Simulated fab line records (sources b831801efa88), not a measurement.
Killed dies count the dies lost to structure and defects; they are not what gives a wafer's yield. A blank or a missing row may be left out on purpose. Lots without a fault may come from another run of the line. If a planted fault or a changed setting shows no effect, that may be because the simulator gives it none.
Which tool was responsible?	flow sky130	Sampling: 12 lots, 36 wafers, 5 of 708 route steps

## WHAT THE GAUGES READ, wafer by wafer
No reading from a measuring or inspecting step in the record can be judged against a usual standard deviation.

## WHICH TOOL RAN EACH LOT (tool, then ch and the chambers of the sampled wafers, then the start)
lot	SKY_VIA4_CLEAN_16	SKY_VIA4_CMP_21	SKY_METAL5_METAL_ETCH_15	SKY_PASSIVATION_ETCH_11	SKY_PAD_OPEN_PROBE_99
L428	wet bench-02 ch 1, day 42 15:19	cmp-01 ch 0,1,2, day 42 15:54	rie metal-03 ch 0,1, day 43 14:49	rie diel-03 ch 1,3, day 44 13:53	prober-02, day 45 13:20
L429	wet bench-02 ch 3, day 42 21:38	cmp-02 ch 0,2,3, day 42 22:10	rie metal-03 ch 0, day 43 21:56	rie diel-01 ch 0,1,3, day 44 20:33	-
L430	wet bench-01 ch 1, day 43 07:31	cmp-02 ch 2,3, day 43 08:02	rie metal-01 ch 0,1, day 44 06:55	rie diel-03 ch 0,1, day 45 05:08	-
L431	wet bench-02 ch 2, day 43 15:41	cmp-01 ch 0,1,2, day 43 16:16	rie metal-03 ch 0,1, day 44 14:25	rie diel-03 ch 1,2, day 45 13:12	-
L433	wet bench-04 ch 3, day 44 05:28	cmp-01 ch 1,2, day 44 05:56	rie metal-02 ch 1, day 45 04:13	rie diel-04 ch 2,3, day 46 02:27	-
L434	wet bench-02 ch 1, day 44 15:38	cmp-01 ch 1,2, day 44 16:10	rie metal-02 ch 0,1, day 45 13:26	rie diel-03 ch 2,3, day 46 11:05	-
L435	wet bench-01 ch 3, day 44 17:22	cmp-01 ch 2,3, day 44 17:50	rie metal-02 ch 0,1, day 45 16:11	rie diel-03 ch 0,2,3, day 46 14:18	-
L436	wet bench-02 ch 1, day 45 00:15	cmp-01 ch 0,1,2, day 45 00:47	rie metal-03 ch 0,1, day 45 21:34	rie diel-03 ch 0,2,3, day 46 19:02	prober-02, day 47 17:04
L438	wet bench-02 ch 0, day 45 14:28	cmp-01 ch 1,2,3, day 45 14:58	rie metal-03 ch 0, day 46 11:38	rie diel-01 ch 0,2,3, day 47 09:38	-
L444	wet bench-02 ch 1, day 47 09:28	cmp-02 ch 0,1,3, day 47 10:09	rie metal-02 ch 0,1, day 48 05:38	rie diel-01 ch 1,2, day 49 00:32	prober-02, day 49 20:38
L445	wet bench-02 ch 1, day 47 20:04	cmp-01 ch 1,2, day 47 20:32	rie metal-02 ch 0,1, day 48 15:26	rie diel-03 ch 2,3, day 49 10:35	prober-02, day 50 06:34
L451	wet bench-04 ch 0, day 48 13:04	cmp-01 ch 0,1,2, day 48 13:56	rie metal-03 ch 0, day 49 07:58	rie diel-03 ch 1,2,3, day 50 01:48	-
- SKY_VIA4_CLEAN_16: cleans in O3/DIW.
- SKY_VIA4_CMP_21: polishes, stops on SiO2, t overpolish 25 s, target thk 0 nm.
- SKY_METAL5_METAL_ETCH_15: etches the open film in Cl2/BCl3, stops on SiO2, target depth 1260 nm, time 252 s.
- SKY_PASSIVATION_ETCH_11: etches the open film in CF4/O2, stops on AlCu, target depth 725 nm, time 161.1 s.
- SKY_PAD_OPEN_PROBE_99

## WHAT THE TOOLS THEMSELVES READ (means of the sampled wafers that have a number; where no wafer has one, the mark that the record gives instead)
SKY_VIA4_CMP_21. Usual: motor current A 11.0 A, standard deviation 0.93; overpolish run s 24.999 s, standard deviation 0.01; slurry filter dp kPa 13.50 kPa, standard deviation 0.14; time to endpoint s 121 s, standard deviation 5.6.
lot	tool	motor current A (A)	overpolish run s (s)	slurry filter dp kPa (kPa)	time to endpoint s (s)	flag
L428	cmp-01	10.4	24.988	13.48	119	
L429	cmp-02	10.4	25.002	13.46	123	
L430	cmp-02	10.4	25.000	13.38	124	
L431	cmp-01	10.2	25.016	13.49	123	
L433	cmp-01	10.7	24.990	13.60	114	
L434	cmp-01	11.0	25.006	13.55	116	
L435	cmp-01	12.0	24.995	13.49	117	
L436	cmp-01	10.7	25.002	13.45	122	
L438	cmp-01	11.4	25.002	13.53	117	
L444	cmp-02	11.0	24.999	13.50	120	
L445	cmp-01	10.9	25.006	13.41	119	
L451	cmp-01	10.7	24.993	13.45	123	

SKY_METAL5_METAL_ETCH_15. Usual: drypump motor current A 5.7 A, standard deviation 0.34; oes product au 0.894 a.u., standard deviation 0.0048; rf fwd power W 897.7 W, standard deviation 2.8; throttle valve pct 22.264 %, standard deviation 0.0089.
lot	tool	drypump motor current A (A)	oes product au (a.u.)	rf fwd power W (W)	throttle valve pct (%)	flag
L428	rie metal-03	5.8	0.892	897.5	22.267	
L429	rie metal-03	5.7	0.893	900.6	22.265	
L430	rie metal-01	5.6	0.896	893.2	22.262	
L431	rie metal-03	5.9	0.886	897.6	22.266	
L433	rie metal-02	5.4	0.895	896.0	22.260	
L434	rie metal-02	5.5	0.895	896.4	22.260	
L435	rie metal-02	5.5	0.892	901.3	22.256	
L436	rie metal-03	5.9	0.895	898.6	22.266	
L438	rie metal-03	5.7	0.896	900.7	22.265	
L444	rie metal-02	5.6	0.893	896.5	22.262	
L445	rie metal-02	5.5	0.892	896.6	22.265	
L451	rie metal-03	5.7	0.891	899.2	22.273	

SKY_PASSIVATION_ETCH_11. Usual: drypump motor current A 5.7 A, standard deviation 0.33; oes product au 0.978 a.u., standard deviation 0.0074; rf fwd power W 796.6 W, standard deviation 2.6; throttle valve pct 5.965 %, standard deviation 0.0093.
lot	tool	drypump motor current A (A)	oes product au (a.u.)	rf fwd power W (W)	throttle valve pct (%)	flag
L428	rie diel-03	5.8	0.973	798.3	5.965	
L429	rie diel-01	6.0	0.972	795.4	5.959	
L430	rie diel-03	6.0	0.971	798.3	5.967	
L431	rie diel-03	5.8	0.982	797.1	5.962	
L433	rie diel-04	5.5	0.980	795.7	5.954	
L434	rie diel-03	5.6	0.972	796.5	5.965	
L435	rie diel-03	5.8	0.977	797.9	5.975	
L436	rie diel-03	5.7	0.978	794.7	5.965	
L438	rie diel-01	6.0	0.986	796.7	5.970	
L444	rie diel-01	5.5	0.981	797.7	5.969	
L445	rie diel-03	5.6	0.980	798.3	5.957	
L451	rie diel-03	5.7	0.977	795.8	5.955	

SKY_PAD_OPEN_PROBE_99. Usual: defect limited yield 82.6 %, standard deviation 2; killed_at_M0_to_M3 44, standard deviation 7.3; killed_at_M4_up 3.1, standard deviation 1.6; killed at contacts 24, standard deviation 5.4; killed at front end 15, standard deviation 4; killed at other 0.2, standard deviation 0.49; killed dies 86, standard deviation 10; killed open 48, standard deviation 7.3; killed short 38, standard deviation 6.3; sort_bin_3_pad_short 0.8 %, standard deviation 0.45; sort_bin_5_function 10.3 %, standard deviation 1.5; sort_bin_6_memory 6.3 %, standard deviation 1.2; sort n pass 406, standard deviation 10; sort yield pct 82.6 %, standard deviation 2.
lot	tool	defect limited yield (%)	killed_at_M0_to_M3	killed_at_M4_up	killed at contacts	killed at front end	killed at other	killed dies	killed open	killed short	sort_bin_3_pad_short (%)	sort_bin_5_function (%)	sort_bin_6_memory (%)	sort n pass	sort yield pct (%)	flag
L428	prober-02	83.4	44	2.7	22	13	0.0	82	43	39	1.1	9.9	5.6	410	83.4	
L436	prober-02	81.8	47	3.0	23	16	0.3	89	45	44	0.9	10.8	6.4	403	81.8	
L444	prober-02	73.4	44	50.7	24	13	0.0	131	41	41	2.7	16.1	7.8	361	73.4	OFF
L445	prober-02	72.9	46	51.0	21	15	0.3	133	42	42	3.3	16.2	7.6	359	72.9	OFF

## THE ANSWER, worked out from the rows above alone
Rule: a lot counts as off when the mean over its wafers that have a number is more than 3 standard deviations away from the usual mean. A lot without any number at a reading at which 4 lots or more have one is off too. Any other lot the step has rows for is counted as sound. After the gauges, taken in route order, come the tools' own readings; for these a lot's mean is taken, as printed above. The first step at which some lot is off is used, and at that step the reading that is off furthest; a lot without a number counts as furthest.
Off at SKY_PAD_OPEN_PROBE_99 (killed_at_M4_up): L444, L445. Neither off nor sound, because the step has no rows for them: L429, L430, L431, L433, L434, L435, L438, L451.
A tool fits if, at that step or a process step before it, it ran every lot that is off, and no sound lot after the first of them. Can't be told from this: 3 tools fit, wet bench-02 at SKY_VIA4_CLEAN_16, rie metal-02 at SKY_METAL5_METAL_ETCH_15, prober-02 at SKY_PAD_OPEN_PROBE_99.

## WHAT THE SIMULATOR HAD PUT IN
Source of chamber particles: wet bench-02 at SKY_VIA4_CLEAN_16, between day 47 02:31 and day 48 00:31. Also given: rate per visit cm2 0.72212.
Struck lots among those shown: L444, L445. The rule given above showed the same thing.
